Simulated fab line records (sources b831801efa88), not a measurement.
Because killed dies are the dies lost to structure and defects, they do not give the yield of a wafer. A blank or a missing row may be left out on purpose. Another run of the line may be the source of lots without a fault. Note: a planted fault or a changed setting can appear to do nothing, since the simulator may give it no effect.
Which tool did it? | flow gf180mcu | 12 lots (36 wafers sampled), 1 step of a 602-step route

WHAT THE GAUGES READ, wafer by wafer
GF_M1_OVL_MEAS_15.
lot  | measured     | on         | M1_OVL (nm)
L075 | day 17 10:32 | overlay-01 | 5 10 4
L077 | day 18 05:17 | overlay-02 | 7 0 -5
L079 | day 19 11:59 | overlay-02 | 10 7 10
L083 | day 20 20:37 | overlay-02 | 17 0 7
L082 | day 20 21:13 | overlay-02 | 5 5 10
L085 | day 21 19:46 | overlay-02 | -9 -4 -3
L088 | day 22 03:38 | overlay-02 | -6 -5 -3
L091 | day 22 21:44 | overlay-01 | 3 -3 3
L090 | day 23 03:37 | overlay-02 | 10 5 4
L093 | day 23 17:50 | overlay-02 | -4 -5 -6
L095 | day 24 05:03 | overlay-01 | 10 2 8
L097 | day 24 21:10 | overlay-01 | 0 -1 6

WHAT TOOL EACH LOT RAN ON (gives the tool, then ch and the chambers of the sampled wafers, and finally the start)
The record shows no process step preceding these readings.

THE ANSWER, worked out from the rows above alone
Rule: the usual values come from the lots themselves. Put in order of their means at a reading, lots are off if they are a third of the lots or fewer, leave a main group of 4 or more, and stand apart from it by a gap of 3 or more times the standard deviation of the main group's means; of several such gaps the widest counts. A main group is skipped when, at the precision printed for the reading in the tables above, its means are all equal. A lot without any number at a reading at which 4 lots or more have one is off too. All remaining lots with rows at the step are treated as sound.
No lot is off on any of the readings shown, so nothing can be concluded from this.

WHAT THE SIMULATOR HAD PUT IN
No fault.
